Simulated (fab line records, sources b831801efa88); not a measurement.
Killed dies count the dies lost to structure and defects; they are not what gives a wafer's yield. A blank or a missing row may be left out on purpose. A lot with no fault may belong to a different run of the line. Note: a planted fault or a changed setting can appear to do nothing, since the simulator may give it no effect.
Which tool did it? | flow gf180mcu | route of 602 steps, sampled at 1 step: 7 lots, 21 wafers

WHAT THE GAUGES READ, wafer by wafer
GF_V3_OVL_MEAS_15.
lot  | measured     | on         | V3_OVL (nm)
L361 | day 22 17:03 | overlay-01 | -9 -4 -8
L365 | day 24 01:05 | overlay-01 | 0 6 3
L371 | day 26 02:45 | overlay-02 | 5 7 1
L373 | day 26 14:15 | overlay-01 | -3 -6 -6
L377 | day 28 11:12 | overlay-01 | 0 5 4
L381 | day 29 03:30 | overlay-02 | 3 0 1
L382 | day 29 14:08 | overlay-01 | -6 -6 -2

WHICH TOOL RAN EACH LOT (tool, then ch and the chambers of the sampled wafers, then the start)
The record shows no process step preceding these readings.

THE ANSWER, worked out from the rows above alone
Rule: what is usual is taken from the lots themselves. Put in order of their means at a reading, lots are off if they are a third of the lots or fewer, leave a main group of 4 or more, and stand apart from it by a gap of 3 or more times the standard deviation of the main group's means; of several such gaps the widest counts. If all means in a main group match to the digits the tables above print for the reading, that group is not used. Also off: a lot with no number at a reading for which 4 or more lots have one. Where the step has rows for the other lots, those lots are counted as sound.
No lot is off at any reading shown: from this, nothing can be told.

WHAT THE SIMULATOR HAD PUT IN
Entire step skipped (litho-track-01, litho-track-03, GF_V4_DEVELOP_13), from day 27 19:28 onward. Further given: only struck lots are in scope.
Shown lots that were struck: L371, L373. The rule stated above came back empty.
